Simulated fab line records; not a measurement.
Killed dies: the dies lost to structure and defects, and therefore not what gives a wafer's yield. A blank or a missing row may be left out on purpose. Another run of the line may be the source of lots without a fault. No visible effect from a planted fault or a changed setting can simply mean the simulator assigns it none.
fab line records	flow sky130
record: lots: 13	wafers: 39	last-day: 50
route steps=708 shown SONOS_ONO@182 POLY_GATE@230 LDD_N@253 LDD_P@265 LDD_HVN@277
lots with no fault: from the same line, run without faults
start-h: hours from the record's opening day to when the first of the lot's shown wafers began	wait-h: hours from the lot's prior step to this one	" repeats the value in the row above	L1.1+2: one row covering several wafers at once	- no value, or no start given	* or withheld: withheld	< > ~ a bound
route shown NAME@n: a module of which the file shows steps, and the number in the route of the first	usual: average and standard deviation across the fault-free wafers	same: alike in all rows	chamber/n: place in a boat	sites: the reading at each site	_std_site: their standard deviation	_edge_site: the outer-site mean with the inner-site mean subtracted	radius-mm: for every site, how far away it sits from the centre of the wafer	mask NAME#n: copy n	behind: tool/chamber where the wafer was last shaped	hold: why the lot was held/for how many hours/how that ended	device: the n, p or np transistor that did not switch	end of line: the tests these same wafers got at the end of their route	for a step that has no rows: nothing shown but its recipe	killed: dies that structure and defects cost at the first sort, which is not the same as the wafer's yield	map: dies across one wafer; x = killed, . = not, _ = none there
set.NAME: the setting the step ran with; set.NAME@STEP: the setting that earlier step ran with	model.NAME: the simulator's own value behind a step, which no gauge read
one table for each step of the route and one row for each wafer, over a sample of lots
services: the hour from which a tool's chamber was out of use, counted from the record's first day as start-h (under 0 if before that day), plus the number of hours and why
== steps ==
step: SKY_SONOS_ONO_OVL_MEAS_14
usual: SONOS_ONO_OVL: 0.1/1.6
lot.wafer	tool	chamber	start-h	wait-h	SONOS_ONO_OVL[nm]
L209.1	overlay-01	-	306.90	0.1	-2.1
L209.2	"	-	"	"	-0.9
L209.6	"	-	"	"	-2.2
L211.1	overlay-02	-	323.54	0.1	-1.2
L211.3	"	-	"	"	0.9
L211.6	"	-	"	"	-0.8
L213.2	overlay-01	-	340.16	0.1	-0.3
L213.3	"	-	"	"	-0.1
L213.4	"	-	"	"	1.0
L214.1	overlay-02	-	345.45	0.1	0.9
L214.2	"	-	"	"	-0.2
L214.5	"	-	"	"	-1.1
L215.1	overlay-01	-	359.49	0.1	1.0
L215.2	"	-	"	"	0.5
L215.5	"	-	"	"	0.1
L216.1	overlay-01	-	366.44	0.1	1.0
L216.4	"	-	"	"	-0.9
L216.6	"	-	"	"	0.7
L217.1	overlay-01	-	374.71	0.1	1.3
L217.2	"	-	"	"	0.4
L217.3	"	-	"	"	2.1
L218.1	overlay-01	-	385.60	0.1	-3.7
L218.4	"	-	"	"	-4.4
L218.6	"	-	"	"	-2.8
L219.1	overlay-02	-	403.01	0.1	0.6
L219.2	"	-	"	"	0.0
L219.6	"	-	"	"	-0.3
L222.2	overlay-02	-	416.26	0.1	2.2
L222.4	"	-	"	"	1.4
L222.6	"	-	"	"	1.7
L221.2	overlay-02	-	417.51	0.1	2.8
L221.5	"	-	"	"	2.0
L221.6	"	-	"	"	2.0
L223.1	overlay-01	-	422.91	0.1	-0.5
L223.4	"	-	"	"	0.9
L223.5	"	-	"	"	2.1
L227.2	overlay-02	-	457.53	0.1	1.6
L227.3	"	-	"	"	-0.4
L227.6	"	-	"	"	-0.2
step: SKY_POLY_GATE_ETCH_16
recipe: stop-on: poly-Si	chemistry: CH3F/O2	target: Si3N4	source-w: 400	bias-w: 80	pressure-mtorr: 25	ch3f-flow-sccm: 40	O2_flow_sccm: 30	time-s: 147.5	target-depth-a: 750
usual: drypump-motor-current-A: 5.8/0.42	oes-product-au: 0.640/0.0055	throttle-valve-pct: 10.535/0.0092
lot.wafer	tool	chamber	start-h	wait-h	drypump-motor-current-A	oes-product-au	rf-hours-counter-h	throttle-valve-pct
L209.1	rie-diel-04	3	400.38	0.0	6.0	0.643	2	10.548
L209.2	"	0	"	"	6.1	0.645	35	10.540
L209.6	"	1	"	"	6.0	0.637	-	10.542
L211.1	rie-diel-01	1	419.11	0.0	5.4	0.651	94	10.530
L211.3	"	2	"	"	5.0	0.647	16	10.522
L211.6	"	1	"	"	5.4	0.646	-	10.528
L213.2	rie-diel-04	2	431.81	0.0	5.8	0.637	29	10.539
L213.3	"	1	"	"	6.0	0.641	9	10.537
L213.4	"	0	"	"	6.1	0.637	35	10.539
L214.1	rie-diel-01	2	465.62	0.0	5.0	0.643	17	10.528
L214.2	"	3	"	"	6.3	0.636	14	10.529
L214.5	"	3	"	"	6.4	0.645	-	10.554
L215.1	rie-diel-02	3	465.74	0.0	5.5	0.636	18	10.520
L215.2	"	0	"	"	5.9	0.636	31	10.536
L215.5	"	1	"	"	5.5	0.635	-	10.538
L216.1	rie-diel-04	2	466.87	0.0	5.8	0.636	29	10.522
L216.4	"	1	"	"	6.0	0.637	10	10.536
L216.6	"	1	"	"	6.0	0.635	-	10.535
L217.1	rie-diel-01	0	474.27	0.0	5.9	0.634	59	10.542
L217.2	"	3	"	"	6.3	0.643	14	10.521
L217.3	"	2	"	"	5.0	0.642	17	10.523
L218.1	rie-diel-04	3	482.12	0.0	6.0	0.645	3	10.539
L218.4	"	2	"	"	5.8	0.641	30	10.537
L218.6	"	3	"	"	6.0	0.643	-	10.532
L219.1	rie-diel-01	1	503.17	0.0	5.4	0.625	96	10.525
L219.2	"	2	"	"	5.0	0.630	18	10.531
L219.6	"	2	"	"	5.0	0.632	-	10.525
L222.2	rie-diel-01	3	514.36	0.1	6.4	0.643	15	10.528
L222.4	"	3	"	"	6.4	0.633	-	10.536
L222.6	"	2	"	"	5.0	0.644	-	10.535
L221.2	rie-diel-04	3	516.71	0.0	6.0	0.629	4	10.549
L221.5	"	3	"	"	6.0	0.642	-	10.525
L221.6	"	2	"	"	5.8	0.630	-	10.529
L223.1	rie-diel-02	1	523.17	0.0	5.5	0.642	4	10.530
L223.4	"	3	"	"	5.5	0.638	19	10.542
L223.5	"	3	"	"	5.5	0.638	-	10.551
L227.2	rie-diel-04	2	557.41	0.0	5.8	0.636	31	10.526
L227.3	"	3	"	"	6.0	0.639	4	10.536
L227.6	"	1	"	"	6.0	0.642	-	10.535
step: SKY_LDD_N_STRIP_16
recipe: chemistry: O2/N2	power-w: 1400	pressure-mtorr: 1500	platen-temp-c: withheld	o2-flow-sccm: 3000	n2-flow-sccm: 300	overash-fraction: 0.5
usual: chamber-pressure-mTorr: 1500.0/1.3	drypump-motor-current-A: 5.6/0.34	n2-flow-sccm: 300.1/0.86	oes-product-au: 0.406/0.0043	strip-time-to-endpoint-s: 4.317/0.018
lot.wafer	tool	chamber	start-h	wait-h	chamber-pressure-mTorr	drypump-motor-current-A	n2-flow-sccm	oes-product-au	rf-hours-counter-h	strip-time-to-endpoint-s
L209.1	plasma-asher-04	0	435.07	0.1	1500.7	5.1	299.4	0.407	63	4.309
L209.2	"	1	"	"	1499.8	5.6	300.3	0.406	63	4.293
L209.6	"	0	"	"	1500.6	5.0	299.8	0.417	-	4.302
L211.1	plasma-asher-01	0	453.47	0.1	1500.0	5.6	300.3	0.406	2	4.334
L211.3	"	0	"	"	1498.9	5.6	299.0	0.411	-	4.316
L211.6	"	1	"	"	1499.9	5.2	301.9	0.409	-	4.336
L213.2	plasma-asher-03	0	465.95	0.1	1502.2	5.7	301.6	0.404	34	4.282
L213.3	"	1	"	"	1498.4	6.1	300.4	0.405	-	4.310
L213.4	"	0	"	"	1499.5	5.7	299.5	0.409	-	4.289
L214.1	plasma-asher-03	1	499.35	0.1	1499.2	6.1	300.1	0.411	37	4.340
L214.2	"	0	"	"	1500.9	5.7	301.5	0.405	37	4.320
L214.5	"	1	"	"	1501.4	6.1	298.9	0.407	-	4.322
L215.1	plasma-asher-03	0	500.42	0.1	1500.5	5.7	298.9	0.407	38	4.309
L215.2	"	1	"	"	1499.3	6.1	299.1	0.408	38	4.316
L215.5	"	1	"	"	1500.3	6.1	299.6	0.404	-	4.305
L216.1	plasma-asher-03	0	501.77	0.1	1500.6	5.7	299.1	0.403	38	4.291
L216.4	"	1	"	"	1501.7	6.1	301.8	0.412	-	4.292
L216.6	"	1	"	"	1500.4	6.1	302.0	0.408	-	4.300
L217.1	plasma-asher-04	1	508.02	0.1	1500.7	5.6	300.3	0.404	71	4.354
L217.2	"	0	"	"	1500.0	5.1	299.3	0.411	71	4.329
L217.3	"	0	"	"	1501.4	5.1	298.7	0.406	-	4.336
L218.1	plasma-asher-04	0	515.47	0.1	1500.9	5.1	300.9	0.411	71	4.327
L218.4	"	1	"	"	1499.3	5.6	300.1	0.410	-	4.337
L218.6	"	0	"	"	1503.0	5.1	299.8	0.406	-	4.315
L219.1	plasma-asher-04	0	537.07	0.1	1501.8	5.1	300.2	0.407	74	4.292
L219.2	"	1	"	"	1502.2	5.7	301.3	0.406	74	4.305
L219.6	"	0	"	"	1500.4	5.1	301.2	0.407	-	4.297
L222.2	plasma-asher-01	1	547.35	0.1	1499.4	5.2	300.1	0.394	12	4.309
L222.4	"	1	"	"	1499.5	5.2	299.4	0.404	-	4.298
L222.6	"	0	"	"	1498.9	5.6	300.8	0.408	-	4.271
L221.2	plasma-asher-04	0	549.75	0.1	1517.1	5.1	299.0	0.572	75	-
L221.5	"	0	"	"	1504.2	5.1	299.2	0.566	-	-
L221.6	"	1	"	"	1511.1	5.6	300.6	0.548	-	-
L223.1	plasma-asher-01	1	555.97	0.1	1498.7	5.2	300.4	0.404	13	4.301
L223.4	"	0	"	"	1501.0	5.6	300.3	0.409	-	4.311
L223.5	"	1	"	"	1498.5	5.2	300.9	0.405	-	4.293
L227.2	plasma-asher-01	1	590.65	0.1	1500.4	5.2	300.0	0.409	15	4.309
L227.3	"	1	"	"	1498.4	5.2	300.1	0.407	-	4.310
L227.6	"	0	"	"	1499.3	5.6	298.7	0.405	-	4.322
step: SKY_LDD_P_STRIP_10
recipe: chemistry: O2/N2	power-w: 1400	pressure-mtorr: 1500	platen-temp-c: withheld	o2-flow-sccm: 3000	n2-flow-sccm: 300	overash-fraction: 0.5
usual: chamber-pressure-mTorr: 1500.0/1.4	drypump-motor-current-A: 5.6/0.33	n2-flow-sccm: 300.0/0.88	oes-product-au: 0.716/0.0045	strip-time-to-endpoint-s: 14.17/0.032
lot.wafer	tool	chamber	start-h	wait-h	chamber-pressure-mTorr	drypump-motor-current-A	n2-flow-sccm	oes-product-au	rf-hours-counter-h	strip-time-to-endpoint-s
L209.1	plasma-asher-02	1	465.99	0.1	1501.6	5.9	300.4	0.712	77	14.14
L209.2	"	0	"	"	1500.0	5.2	299.4	0.722	77	14.15
L209.6	"	1	"	"	1500.3	5.9	301.7	0.715	-	14.17
L211.1	plasma-asher-03	1	484.34	0.1	1500.4	6.1	299.6	0.711	36	14.13
L211.3	"	1	"	"	1500.1	6.1	300.6	0.718	-	14.13
L211.6	"	0	"	"	1500.3	5.7	301.4	0.721	-	14.15
L213.2	plasma-asher-02	1	496.38	0.1	1499.3	5.9	300.1	0.712	79	14.20
L213.3	"	1	"	"	1500.0	5.9	299.6	0.714	-	14.18
L213.4	"	0	"	"	1501.4	5.2	300.7	0.715	-	14.19
L214.1	plasma-asher-03	0	530.09	0.1	1498.9	5.7	299.3	0.718	40	14.22
L214.2	"	1	"	"	1500.6	6.1	298.9	0.717	40	14.23
L214.5	"	1	"	"	1499.0	6.1	300.7	0.715	-	14.24
L215.1	plasma-asher-02	1	531.02	0.1	1501.1	5.9	299.8	0.716	83	14.17
L215.2	"	0	"	"	1501.0	5.1	298.8	0.721	83	14.16
L215.5	"	1	"	"	1497.9	5.9	298.6	0.712	-	14.18
L216.1	plasma-asher-03	1	532.32	0.1	1501.3	6.1	301.8	0.710	41	14.19
L216.4	"	1	"	"	1496.9	6.1	300.7	0.713	-	14.18
L216.6	"	1	"	"	1498.5	6.1	300.2	0.713	-	14.17
L217.1	plasma-asher-02	1	538.92	0.1	1499.2	5.9	301.1	0.716	84	14.14
L217.2	"	0	"	"	1499.3	5.1	299.6	0.710	84	14.22
L217.3	"	0	"	"	1498.1	5.2	300.0	0.717	-	14.20
L218.1	plasma-asher-01	0	545.32	0.1	1500.9	5.6	300.0	0.715	12	14.22
L218.4	"	1	"	"	1499.4	5.2	300.2	0.715	-	14.20
L218.6	"	0	"	"	1499.7	5.6	299.5	0.717	-	14.20
L219.1	plasma-asher-02	1	566.53	0.1	1499.5	5.9	300.7	0.715	87	14.12
L219.2	"	0	"	"	1500.7	5.1	301.8	0.722	87	14.20
L219.6	"	1	"	"	1499.8	5.9	300.6	0.717	-	14.16
L222.2	plasma-asher-03	0	576.94	0.1	1503.4	5.7	300.2	0.719	45	14.22
L222.4	"	1	"	"	1497.3	6.1	301.0	0.714	-	14.24
L222.6	"	1	"	"	1498.3	6.1	300.9	0.713	-	14.19
L221.2	plasma-asher-01	0	579.32	0.1	1499.9	5.6	300.4	0.718	14	17.88
L221.5	"	0	"	"	1498.9	5.6	300.4	0.706	-	17.87
L221.6	"	1	"	"	1499.0	5.2	299.2	0.722	-	17.88
L223.1	plasma-asher-02	1	585.79	0.1	1499.4	5.9	301.4	0.713	89	14.18
L223.4	"	0	"	"	1499.8	5.1	299.2	0.722	-	14.21
L223.5	"	0	"	"	1499.6	5.1	299.0	0.710	-	14.18
L227.2	plasma-asher-01	1	620.19	0.1	1499.8	5.2	299.8	0.717	18	14.17
L227.3	"	1	"	"	1500.4	5.2	299.3	0.718	-	14.21
L227.6	"	1	"	"	1496.7	5.2	300.7	0.715	-	14.22
step: SKY_LDD_P_TW_MEAS_11
usual: LDD_P_TW: 633/7.4
lot.wafer	tool	chamber	start-h	wait-h	LDD_P_TW
L209.1	film-metro-03	-	466.09	0.1	628
L209.2	"	-	"	"	628
L209.6	"	-	"	"	630
L211.1	film-metro-03	-	484.44	0.1	626
L211.3	"	-	"	"	622
L211.6	"	-	"	"	626
L213.2	film-metro-01	-	496.49	0.1	633
L213.3	"	-	"	"	630
L213.4	"	-	"	"	631
L214.1	film-metro-01	-	530.19	0.1	634
L214.2	"	-	"	"	633
L214.5	"	-	"	"	630
L215.1	film-metro-02	-	531.12	0.1	646
L215.2	"	-	"	"	644
L215.5	"	-	"	"	646
L216.1	film-metro-03	-	532.42	0.1	630
L216.4	"	-	"	"	627
L216.6	"	-	"	"	626
L217.1	film-metro-03	-	539.02	0.1	624
L217.2	"	-	"	"	625
L217.3	"	-	"	"	625
L218.1	film-metro-01	-	545.42	0.1	632
L218.4	"	-	"	"	632
L218.6	"	-	"	"	632
L219.1	film-metro-02	-	566.63	0.1	648
L219.2	"	-	"	"	646
L219.6	"	-	"	"	645
L222.2	film-metro-03	-	577.05	0.1	625
L222.4	"	-	"	"	631
L222.6	"	-	"	"	627
L221.2	film-metro-02	-	579.43	0.1	30
L221.5	"	-	"	"	30
L221.6	"	-	"	"	31
L223.1	film-metro-03	-	585.89	0.1	628
L223.4	"	-	"	"	629
L223.5	"	-	"	"	627
L227.2	film-metro-01	-	620.30	0.1	635
L227.3	"	-	"	"	635
L227.6	"	-	"	"	636
step: SKY_LDD_HVN_TW_MEAS_10
usual: LDD_HVN_TW: 1423/9.3
lot.wafer	tool	chamber	start-h	wait-h	LDD_HVN_TW
L209.1	film-metro-03	-	496.72	0.1	1408
L209.2	"	-	"	"	1406
L209.6	"	-	"	"	1410
L211.1	film-metro-04	-	514.86	0.1	1436
L211.3	"	-	"	"	1435
L211.6	"	-	"	"	1432
L213.2	film-metro-04	-	527.07	0.1	1429
L213.3	"	-	"	"	1440
L213.4	"	-	"	"	1437
L214.1	film-metro-04	-	560.55	0.1	1438
L214.2	"	-	"	"	1434
L214.5	"	-	"	"	1432
L215.1	film-metro-04	-	560.86	0.1	1423
L215.2	"	-	"	"	1426
L215.5	"	-	"	"	1433
L216.1	film-metro-04	-	561.51	0.1	1429
L216.4	"	-	"	"	1429
L216.6	"	-	"	"	1432
L217.1	film-metro-03	-	568.90	0.1	1406
L217.2	"	-	"	"	1406
L217.3	"	-	"	"	1411
L218.1	film-metro-03	-	575.15	0.1	1414
L218.4	"	-	"	"	1413
L218.6	"	-	"	"	1411
L219.1	film-metro-03	-	596.96	0.1	1407
L219.2	"	-	"	"	1411
L219.6	"	-	"	"	1414
L222.2	film-metro-04	-	606.42	0.1	1423
L222.4	"	-	"	"	1427
L222.6	"	-	"	"	1429
L221.2	film-metro-04	-	608.48	0.1	1423
L221.5	"	-	"	"	1420
L221.6	"	-	"	"	1415
L223.1	film-metro-04	-	615.02	0.1	1416
L223.4	"	-	"	"	1424
L223.5	"	-	"	"	1421
L227.2	film-metro-03	-	649.36	0.1	1408
L227.3	"	-	"	"	1413
L227.6	"	-	"	"	1417
== services ==
tool	chamber	start-h	hours	kind
plasma-asher-03	-	389.07	4.5	repair
rie-diel-01	0	397.10	27.6	repair
rie-diel-02	0	412.30	26.1	repair
plasma-asher-01	-	421.25	9.0	pm
plasma-asher-01	0	421.25	9.0	vent-cycle
plasma-asher-01	1	421.25	9.0	vent-cycle
rie-diel-04	-	421.90	2.5	repair
rie-diel-04	-	426.63	2.8	pm
plasma-asher-01	0	430.25	-	clean
plasma-asher-01	1	430.25	-	clean
rie-diel-02	0	442.29	1.6	repair
rie-diel-02	-	458.11	0.9	repair
plasma-asher-03	-	501.96	0.7	repair
rie-diel-01	1	507.13	4.6	repair
rie-diel-01	1	511.70	-	clean
rie-diel-01	1	511.70	25.2	scheduled-down
rie-diel-01	1	511.70	25.2	vent-cycle
rie-diel-01	0	513.55	8.1	repair
rie-diel-02	2	523.27	3.8	repair
rie-diel-02	2	534.97	36.0	repair
rie-diel-01	2	542.34	4.2	repair
plasma-asher-01	-	559.42	6.5	repair
rie-diel-04	3	562.21	2.6	repair
rie-diel-01	-	585.16	2.8	pm
== key ==
first-sign: step: SKY_LDD_N_STRIP_16	reading: oes-product-au	direction: up	sigmas: 37	usual: 0.406	struck: 0.562
effect: step: SKY_LDD_N_STRIP_16	reading: chamber-pressure-mTorr	direction: up	sigmas: 8.2	usual: 1500.0	struck: 1510.8
effect: step: SKY_LDD_P_STRIP_10	reading: strip-time-to-endpoint-s	direction: up	sigmas: 99+	usual: *	struck: *
effect: step: SKY_LDD_P_TW_MEAS_11	reading: LDD_P_TW	direction: down	sigmas: 82	usual: 633	struck: 30
met-at SKY_LDD_N_STRIP_16
struck-lots L221
sort-left-out L221.2,L221.5,L221.6
tester-left-out L221
not-acting-at SKY_SONOS_ONO_OVL_MEAS_14,SKY_POLY_GATE_ETCH_16,SKY_LDD_HVN_TW_MEAS_10
onset-between 537.07 549.75
fault: kind: strip-aborted	tool: plasma-asher-04	chamber: -	onset-h: 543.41	steps: SKY_LDD_N_STRIP_16	offset: 1	end-h: 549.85
tester-left-out: of these lots the tester's yield and bins aren't shown, on N5 and GAA mostly nor the transistor test; their killed dies are dies lost to structure and defects alone, not to doping, threshold or leakage, so they don't give the yield
sort-left-out: the simulated sort isn't trusted on such a fault, so these wafers' sort isn't shown, and their yield isn't known
